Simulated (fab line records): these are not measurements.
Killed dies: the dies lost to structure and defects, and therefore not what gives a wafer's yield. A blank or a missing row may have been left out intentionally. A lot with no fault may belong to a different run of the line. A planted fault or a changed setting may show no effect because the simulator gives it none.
fab line records | flow sky130
[record] lots = 14 | wafers = 42 | lastDay = 50
route steps=708 shown LI_CONTACT@362
lots that met no fault: taken from a fault-free run of the same line
startH: the number of hours between the record's first day and the start of the first shown wafer of the lot | waitH: hours elapsed since this lot's preceding step | " the same as in the row above | L1.1+2: one row covering several wafers at once | - value missing, or start not given | * or withheld: withheld | < > ~ a bound
route shown NAME@n: names a module that has steps shown in the file, with the first one's number in the route | usual: average and standard deviation across the fault-free wafers | same: alike in all rows | chamber/n: place in a boat | sites: per-site readings | _std_site: standard deviation of those values | _edge_site: inner sites' mean taken away from outer sites' mean | radiusMm: how far each site lies from the wafer's centre | mask NAME#n: copy n | behind: the most recent tool/chamber to have shaped the wafer | hold: cause of the lot's hold/its duration in hours/its outcome | device: whichever transistor did not switch (one of n, p or np) | end of line: the route-end tests of the same wafers | step lacking rows: just its recipe | killed: dies lost to structure and defects at the first sort, not the wafer's yield | map: a wafer's dies, x killed, . not, _ none there
set.NAME: setting as actually run; set.NAME@STEP: the setting as run at that earlier step | model.NAME: the simulator's own value behind a step, which no gauge read
steps of the route over a sample of lots; a table a step, a row a wafer
services: when a tool's chamber went out of use (startH, in hours from the record's first day, below 0 if earlier), for how many hours, and the reason
[[steps]]
[step SKY_LI_CONTACT_HDPCVD_00]
[recipe] material = PSG | targetThkNm = 930 | sigmaOpenFrac = 0.3 | timeS = 155 | tempC = 600 | sih4FlowSccm = 60 | pressureMtorr = 6
lot.wafer  | tool      | chamber | startH | waitH
L864.1+2+3 | hdpcvd-02 | 2,0,1   | 647.63 | 0.0
L865.1+2+6 | hdpcvd-02 | 1,0,1   | 654.90 | 0.0
L867.2+3+4 | hdpcvd-01 | 1,2,1   | 672.14 | 0.0
L868.1+3+6 | hdpcvd-01 | 2,1,2   | 689.50 | 0.0
L869.3+4+6 | hdpcvd-02 | 2,0,1   | 697.27 | 0.0
L870.3+5+6 | hdpcvd-01 | 0,0,2   | 698.82 | 0.1
L871.2+3+5 | hdpcvd-01 | 0,1,0   | 703.59 | 0.0
L872.4+5+6 | hdpcvd-02 | 0,1,2   | 709.69 | 0.1
L873.2+3+5 | hdpcvd-01 | 1,2,1   | 720.55 | 0.0
L879.1+3+4 | hdpcvd-01 | 2,1,0   | 764.38 | 0.0
L880.1+2+5 | hdpcvd-01 | 0,2,2   | 774.79 | 0.0
L882.1+4+5 | hdpcvd-02 | 1,0,1   | 791.14 | 0.0
L886.1+4+6 | hdpcvd-02 | 2,0,1   | 815.69 | 0.0
L887.1+3+6 | hdpcvd-02 | 0,1,1   | 823.83 | 0.0
[step SKY_LI_CONTACT_THK_MEAS_01]
[recipe] reads = PSG_of_LI_CONTACT_HDPCVD_00
[usual] LI_CONTACT_HDPCVD_THK = 932/9.6
lot.wafer | tool         | chamber | startH | waitH | LI_CONTACT_HDPCVD_THK[nm]
L864.1    | filmMetro-03 | -       | 647.73 | 0.1   | 928
L864.2    | "            | -       | "      | "     | 939
L864.3    | "            | -       | "      | "     | 931
L865.1    | filmMetro-03 | -       | 655.00 | 0.1   | 937
L865.2    | "            | -       | "      | "     | 931
L865.6    | "            | -       | "      | "     | 940
L867.2    | filmMetro-02 | -       | 672.25 | 0.1   | 930
L867.3    | "            | -       | "      | "     | 936
L867.4    | "            | -       | "      | "     | 925
L868.1    | filmMetro-03 | -       | 689.60 | 0.1   | 926
L868.3    | "            | -       | "      | "     | 934
L868.6    | "            | -       | "      | "     | 930
L869.3    | filmMetro-02 | -       | 697.40 | 0.1   | 922
L869.4    | "            | -       | "      | "     | 928
L869.6    | "            | -       | "      | "     | 916
L870.3    | filmMetro-04 | -       | 698.94 | 0.1   | 929
L870.5    | "            | -       | "      | "     | 923
L870.6    | "            | -       | "      | "     | 919
L871.2    | filmMetro-02 | -       | 703.70 | 0.1   | 933
L871.3    | "            | -       | "      | "     | 938
L871.5    | "            | -       | "      | "     | 939
L872.4    | filmMetro-03 | -       | 709.77 | 0.0   | 938
L872.5    | "            | -       | "      | "     | 934
L872.6    | "            | -       | "      | "     | 926
L873.2    | filmMetro-02 | -       | 720.67 | 0.1   | 943
L873.3    | "            | -       | "      | "     | 929
L873.5    | "            | -       | "      | "     | 937
L879.1    | filmMetro-03 | -       | 764.48 | 0.1   | 925
L879.3    | "            | -       | "      | "     | 938
L879.4    | "            | -       | "      | "     | 1360
L880.1    | filmMetro-03 | -       | 774.89 | 0.1   | 928
L880.2    | "            | -       | "      | "     | 932
L880.5    | "            | -       | "      | "     | 1350
L882.1    | filmMetro-04 | -       | 791.24 | 0.1   | 943
L882.4    | "            | -       | "      | "     | 942
L882.5    | "            | -       | "      | "     | 922
L886.1    | filmMetro-03 | -       | 815.79 | 0.1   | 936
L886.4    | "            | -       | "      | "     | 934
L886.6    | "            | -       | "      | "     | 939
L887.1    | filmMetro-03 | -       | 823.93 | 0.1   | 954
L887.3    | "            | -       | "      | "     | 939
L887.6    | "            | -       | "      | "     | 938
[step SKY_LI_CONTACT_CMP_02]
[recipe] material = PSG | downForcePsi = 4 | platenRpm = 60 | padVelocityMS = 0.94248
[usual] motorCurrentA = 12.2/1 | timeToEndpointS = 31.5/2.8
lot.wafer | tool   | chamber | startH | waitH | motorCurrentA | timeToEndpointS
L864.3    | cmp-02 | 1       | 647.84 | 0.1   | 10.6          | 35.6
L864.1    | "      | 2       | "      | "     | 13.2          | 32.6
L864.2    | "      | 3       | "      | "     | 12.2          | 32.2
L865.2    | cmp-02 | 1       | 655.06 | 0.0   | 10.2          | 30.8
L865.1    | "      | 2       | "      | "     | 13.2          | 33.7
L865.6    | "      | 2       | "      | "     | 14.0          | 32.5
L867.3    | cmp-02 | 1       | 672.35 | 0.1   | 9.9           | 29.6
L867.4    | "      | 2       | "      | "     | 13.7          | 32.2
L867.2    | "      | 3       | "      | "     | 12.0          | 30.7
L868.3    | cmp-01 | 2       | 689.66 | 0.0   | 12.9          | 33.2
L868.1    | "      | 1       | "      | "     | 12.1          | 25.3
L868.6    | "      | 2       | "      | "     | 12.6          | 34.3
L869.4    | cmp-01 | 2       | 697.44 | 0.0   | 13.1          | 32.0
L869.3    | "      | 1       | "      | "     | 13.3          | 25.9
L869.6    | "      | 2       | "      | "     | 12.4          | 29.7
L870.3    | cmp-01 | 0       | 699.08 | 0.1   | 12.1          | 31.8
L870.5    | "      | 2       | "      | "     | 12.5          | 32.8
L870.6    | "      | 3       | "      | "     | 12.4          | 30.8
L871.2    | cmp-01 | 1       | 703.75 | 0.0   | 13.2          | 29.6
L871.3    | "      | 2       | "      | "     | 12.7          | 35.0
L871.5    | "      | 2       | "      | "     | 12.7          | 38.1
L872.4    | cmp-02 | 1       | 709.80 | 0.0   | 10.5          | 34.2
L872.5    | "      | 1       | "      | "     | 10.3          | 33.1
L872.6    | "      | 2       | "      | "     | 13.3          | 33.2
L873.3    | cmp-02 | 2       | 720.82 | 0.1   | 13.7          | 33.5
L873.2    | "      | 3       | "      | "     | 12.4          | 34.8
L873.5    | "      | 1       | "      | "     | 9.6           | 35.6
L879.4    | cmp-02 | 0       | 764.59 | 0.1   | 12.5          | 68.4
L879.3    | "      | 1       | "      | "     | 10.6          | 32.4
L879.1    | "      | 2       | "      | "     | 13.2          | 29.7
L880.1    | cmp-02 | 1       | 775.00 | 0.1   | 9.9           | 30.4
L880.2    | "      | 2       | "      | "     | 13.7          | 33.4
L880.5    | "      | 1       | "      | "     | 10.4          | 72.0
L882.4    | cmp-01 | 0       | 791.35 | 0.1   | 11.5          | 34.5
L882.1    | "      | 2       | "      | "     | 12.8          | 33.7
L882.5    | "      | 0       | "      | "     | 12.2          | 31.6
L886.1    | cmp-01 | 1       | 815.90 | 0.1   | 13.3          | 25.1
L886.4    | "      | 2       | "      | "     | 13.0          | 34.0
L886.6    | "      | 1       | "      | "     | 13.0          | 23.6
L887.3    | cmp-02 | 1       | 824.19 | 0.2   | 10.1          | 33.2
L887.1    | "      | 2       | "      | "     | 13.4          | 33.5
L887.6    | "      | 1       | "      | "     | 10.6          | 29.5
[[services]]
tool      | chamber | startH | hours | kind
cmp-02    | -       | 624.82 | 1.7   | repair
hdpcvd-02 | 1       | 633.34 | 3.7   | repair
hdpcvd-01 | -       | 650.75 | 15.0  | pm
hdpcvd-01 | 0       | 650.75 | 15.0  | ventCycle
hdpcvd-01 | 1       | 650.75 | 15.0  | ventCycle
hdpcvd-01 | 2       | 650.75 | 15.0  | ventCycle
hdpcvd-01 | 0       | 665.75 | -     | clean
hdpcvd-01 | 1       | 665.75 | -     | clean
hdpcvd-01 | 2       | 665.75 | -     | clean
cmp-01    | -       | 682.50 | 0.6   | repair
hdpcvd-02 | -       | 698.44 | 0.6   | repair
cmp-01    | -       | 704.61 | 3.4   | pm
cmp-02    | -       | 736.67 | 6.9   | pm
cmp-02    | -       | 744.06 | 4.0   | pm
cmp-02    | -       | 748.06 | -     | consumableReplace:conditioner
cmp-02    | -       | 748.06 | -     | consumableReplace:pad
cmp-02    | -       | 749.93 | 3.9   | repair
hdpcvd-02 | -       | 764.37 | 5.5   | pm
hdpcvd-01 | -       | 819.83 | 14.6  | pm
cmp-01    | -       | 822.69 | 1.9   | repair
[[key]]
[firstSign] step = SKY_LI_CONTACT_THK_MEAS_01 | reading = LI_CONTACT_HDPCVD_THK | direction = up | sigmas = 44 | usual = 932 | struck = 1355
[effect] step = SKY_LI_CONTACT_CMP_02 | reading = timeToEndpointS | direction = up | sigmas = 14 | usual = * | struck = *
metAt SKY_LI_CONTACT_HDPCVD_00
struckLots L879,L880
struckWafers L879.4,L880.5
testerLeftOut L879,L880
onsetBetween 720.55 764.38
[fault] kind = processParameterDrift | tool = hdpcvd-01 | chamber = - | onsetH = 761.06 | steps = SKY_LI_CONTACT_HDPCVD_00 | channel = targetThkNm | offset = 415.71 | shape = step | endH = 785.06 | scope = struckWafersOnly | actsIn = theseRecipesOnly | stated = 930
// testerLeftOut: of these lots the tester's yield and bins aren't shown, on N5 and GAA mostly nor the transistor test; their killed dies are dies lost to structure and defects alone, not to doping, threshold or leakage, so they don't give the yield
